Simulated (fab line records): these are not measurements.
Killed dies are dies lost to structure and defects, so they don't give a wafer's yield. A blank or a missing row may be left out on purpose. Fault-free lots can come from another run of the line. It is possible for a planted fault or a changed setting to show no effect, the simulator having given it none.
fab line records | flow sky130
record lots=6 | wafers=18 | last_day=51
route steps=708 shown DNWELL@39 PWDE@45
lots untouched by any fault: they come from a run of this same line in which no faults occurred
start_h: hours from the record's first day to the start of the lot's first wafer shown | wait_h: time in hours since the lot's previous step | " same as the row above | L1.1+2: a single row standing in for several wafers | - no value present, or no start provided | * or withheld: withheld | < > ~ a bound
route shown NAME@n: NAME is a module with steps in the file, n the number in the route of the first one | usual: average and standard deviation across the fault-free wafers | same: alike in all rows | chamber/n: place in a boat | sites: the reading at each site | _std_site: the standard deviation of these | _edge_site: mean of outer sites minus mean of inner sites | radius_mm: for every site, how far away it sits from the centre of the wafer | mask NAME#n: copy n | behind: the most recent tool/chamber to have shaped the wafer | hold: what put the lot on hold/how long, in hours/how the hold closed | device: names the non-switching transistor (n, p or np) | end of line: tests of these same wafers at the route's end | a step without rows: its recipe alone | killed: dies lost to structure and defects at the first sort, not the wafer's yield | map: a wafer's dies, marking killed ones x, the rest . and places with no die _
set.NAME: setting as actually run; set.NAME@STEP: the setting as run at that earlier step | model.NAME: the simulator's own value behind a step, which no gauge read
a table for each step, a row for each wafer; lots at some steps of the route
services: a tool's chamber out of use, with start hour (start_h, from the record's first day; less than 0 if before it), hours out, and reason
## steps
# step SKY_DNWELL_EXPOSE_04
# recipe mask_id=DNM | na=0.57 | target_cd_nm=3000 | dose_mj=222
# step SKY_DNWELL_PEB_05
# recipe temp_c=115 | time_s=withheld
# step SKY_DNWELL_DEVELOP_06
# recipe wall_angle_deg=90 | developer=TMAH | develop_time_s=60 | dev_temp_c=23
# step SKY_DNWELL_IMPLANT_07
# recipe species=P | energy_kev=withheld | dose_cm2=withheld | tilt_deg=withheld
# step SKY_DNWELL_STRIP_08
# recipe chemistry=O2/N2 | power_w=1400 | pressure_mtorr=1500 | platen_temp_c=withheld | o2_flow_sccm=3000 | n2_flow_sccm=300 | overash_fraction=0.5
# usual drypump_motor_current_A=5.51/0.3 | oes_product_au=0.722/0.0049 | strip_time_to_endpoint_s=36.95/0.094
lot.wafer | tool            | chamber | start_h | wait_h | drypump_motor_current_A | oes_product_au | rf_hours_counter_h | strip_time_to_endpoint_s
L405.3    | plasma_asher-02 | 1       | 56.45   | 0.1    | 5.93                    | 0.722          | -                  | 36.97
L405.4    | "               | 0       | "       | "      | 5.68                    | 0.720          | -                  | 36.83
L405.5    | "               | 1       | "       | "      | 5.94                    | 0.719          | -                  | 37.07
L413.3    | plasma_asher-02 | 1       | 101.05  | 0.1    | 5.93                    | 0.719          | -                  | 37.00
L413.4    | "               | 0       | "       | "      | 5.67                    | 0.723          | -                  | 36.87
L413.6    | "               | 1       | "       | "      | 5.94                    | 0.711          | -                  | 36.97
L414.2    | plasma_asher-02 | 1       | 105.79  | 0.1    | 5.94                    | 0.720          | 41                 | 37.03
L414.4    | "               | 0       | "       | "      | 5.70                    | 0.718          | -                  | 36.94
L414.6    | "               | 0       | "       | "      | 5.67                    | 0.718          | -                  | 36.97
L421.1    | plasma_asher-01 | 1       | 141.24  | 0.1    | 5.31                    | 0.721          | 2                  | 36.89
L421.4    | "               | 0       | "       | "      | 5.12                    | 0.719          | -                  | 36.90
L421.6    | "               | 0       | "       | "      | 5.12                    | 0.726          | -                  | 36.87
L425.1    | plasma_asher-01 | 0       | 163.39  | 0.1    | 5.07                    | 0.717          | 5                  | 36.92
L425.4    | "               | 0       | "       | "      | 5.09                    | 0.718          | -                  | 37.04
L425.5    | "               | 0       | "       | "      | 5.08                    | 0.719          | -                  | 36.84
L428.1    | plasma_asher-03 | 1       | 181.14  | 0.1    | 5.28                    | 0.715          | 38                 | 36.88
L428.2    | "               | 0       | "       | "      | 5.30                    | 0.728          | 38                 | 36.91
L428.3    | "               | 1       | "       | "      | 5.29                    | 0.723          | -                  | 36.88
# step SKY_DNWELL_TW_MEAS_09
# usual DNWELL_TW=1106/6.3
lot.wafer | tool          | chamber | start_h | wait_h | DNWELL_TW
L405.3    | film_metro-01 | -       | 56.54   | 0.1    | 1103
L405.4    | "             | -       | "       | "      | 1104
L405.5    | "             | -       | "       | "      | 1100
L413.3    | film_metro-04 | -       | 101.14  | 0.1    | 1103
L413.4    | "             | -       | "       | "      | 1107
L413.6    | "             | -       | "       | "      | 1104
L414.2    | film_metro-04 | -       | 105.90  | 0.1    | 1105
L414.4    | "             | -       | "       | "      | 1100
L414.6    | "             | -       | "       | "      | 1105
L421.1    | film_metro-01 | -       | 141.34  | 0.1    | 1118
L421.4    | "             | -       | "       | "      | 1117
L421.6    | "             | -       | "       | "      | 1113
L425.1    | film_metro-01 | -       | 163.49  | 0.1    | 1102
L425.4    | "             | -       | "       | "      | 1112
L425.5    | "             | -       | "       | "      | 1112
L428.1    | film_metro-04 | -       | 181.24  | 0.1    | 1099
L428.2    | "             | -       | "       | "      | 1101
L428.3    | "             | -       | "       | "      | 1104
# step SKY_PWDE_DEHYDRATE_00
# recipe temp_c=200 | time_s=60
# step SKY_PWDE_HMDS_01
# recipe prime_time_s=60 | prime_temp_c=120
# step SKY_PWDE_COAT_02
# recipe spin_rpm=2000 | resist_thk_nm=3000
# step SKY_PWDE_SOFTBAKE_03
# recipe temp_c=110 | time_s=withheld
# step SKY_PWDE_EXPOSE_04
# recipe mask_id=PWDEM | na=0.6 | source_shape=conventional | sigma_outer=0.6 | polarization=unpolarized | target_cd_nm=840 | dose_mj=214
# step SKY_PWDE_PEB_05
# recipe temp_c=115 | time_s=withheld
# step SKY_PWDE_DEVELOP_06
# recipe wall_angle_deg=90 | developer=TMAH | develop_time_s=60 | dev_temp_c=23
# usual chill_plate_temp_C=23.02/0.098 | develop_time_s=60/0 | developer_temp_C=23.00/0.1
lot.wafer | tool           | chamber | start_h | wait_h | chill_plate_temp_C | develop_time_s | developer_temp_C
L405.3    | litho_track-04 | 0       | 74      | -      | 22.98              | 60             | 23.01
L405.4    | "              | 0       | "       | "      | 23.10              | 60             | 23.15
L405.5    | "              | 0       | "       | "      | 23.02              | 60             | 22.99
L413.3    | litho_track-04 | -       | 121     | -      | -                  | -              | -
L413.4    | "              | -       | "       | "      | -                  | -              | -
L413.6    | "              | -       | "       | "      | -                  | -              | -
L414.2    | litho_track-03 | -       | 126     | -      | -                  | -              | -
L414.4    | "              | -       | "       | "      | -                  | -              | -
L414.6    | "              | -       | "       | "      | -                  | -              | -
L421.1    | litho_track-01 | 0       | 163     | -      | 22.98              | 60             | 22.90
L421.4    | "              | 0       | "       | "      | 22.93              | 60             | 22.91
L421.6    | "              | 0       | "       | "      | 22.89              | 60             | 23.04
L425.1    | litho_track-03 | 0       | 186     | -      | 22.98              | 60             | 23.02
L425.4    | "              | 0       | "       | "      | 23.00              | 60             | 23.10
L425.5    | "              | 0       | "       | "      | 22.99              | 60             | 23.03
L428.1    | litho_track-03 | 0       | 204     | -      | 22.99              | 60             | 22.71
L428.2    | "              | 0       | "       | "      | 22.83              | 60             | 23.04
L428.3    | "              | 0       | "       | "      | 23.07              | 60             | 22.94
# step SKY_PWDE_OVL_MEAS_07
# usual PWDE_OVL=-0.7/1.5
lot.wafer | tool       | chamber | start_h | wait_h | PWDE_OVL[nm]
L405.3    | overlay-01 | -       | 74.85   | -      | 0.1
L405.4    | "          | -       | "       | "      | -0.8
L405.5    | "          | -       | "       | "      | 0.6
L413.3    | overlay-02 | -       | 121.55  | -      | -
L413.4    | "          | -       | "       | "      | -
L413.6    | "          | -       | "       | "      | -
L414.2    | overlay-02 | -       | 126.15  | -      | -
L414.4    | "          | -       | "       | "      | -
L414.6    | "          | -       | "       | "      | -
L421.1    | overlay-01 | -       | 163.24  | -      | -2.2
L421.4    | "          | -       | "       | "      | -3.7
L421.6    | "          | -       | "       | "      | -0.3
L425.1    | overlay-01 | -       | 186.59  | -      | -1.7
L425.4    | "          | -       | "       | "      | -0.6
L425.5    | "          | -       | "       | "      | -2.3
L428.1    | overlay-02 | -       | 204.34  | -      | 1.2
L428.2    | "          | -       | "       | "      | -1.2
L428.3    | "          | -       | "       | "      | -2.5
## services
tool            | chamber | start_h | hours | kind
plasma_asher-02 | -       | 35.52   | 2.8   | pm
plasma_asher-02 | -       | 60.12   | 9.7   | repair
plasma_asher-02 | -       | 86.32   | 2.8   | repair
litho_track-04  | -       | 97.59   | -     | consumable_replace:filter
plasma_asher-01 | -       | 108.75  | 9.0   | pm
plasma_asher-01 | 0       | 108.75  | 9.0   | vent_cycle
plasma_asher-01 | 1       | 108.75  | 9.0   | vent_cycle
plasma_asher-01 | 0       | 117.75  | -     | clean
plasma_asher-01 | 1       | 117.75  | -     | clean
plasma_asher-02 | -       | 142.43  | 8.7   | repair
plasma_asher-01 | -       | 170.90  | 0.9   | repair
## key
first_sign step=SKY_PWDE_DEVELOP_06 | reading=tool_record | direction=missing
effect none on later readings
met_at SKY_PWDE_DEVELOP_06
struck_wafers L413.3,L413.4,L413.6,L414.2,L414.4,L414.6
sort_left_out L413.3,L413.4,L413.6,L414.2,L414.4,L414.6
tester_left_out L413,L414
onset_between 74 121
fault kind=skipped_step_whole | tool=litho_track-03,litho_track-04 | chamber=- | onset_h=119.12 | steps=SKY_PWDE_DEVELOP_06 | scope=struck_lots_only
# tester_left_out: of these lots the tester's yield and bins aren't shown, on N5 and GAA mostly nor the transistor test; their killed dies are dies lost to structure and defects alone, not to doping, threshold or leakage, so they don't give the yield
# sort_left_out: the simulated sort isn't trusted on such a fault, so these wafers' sort isn't shown, and their yield isn't known
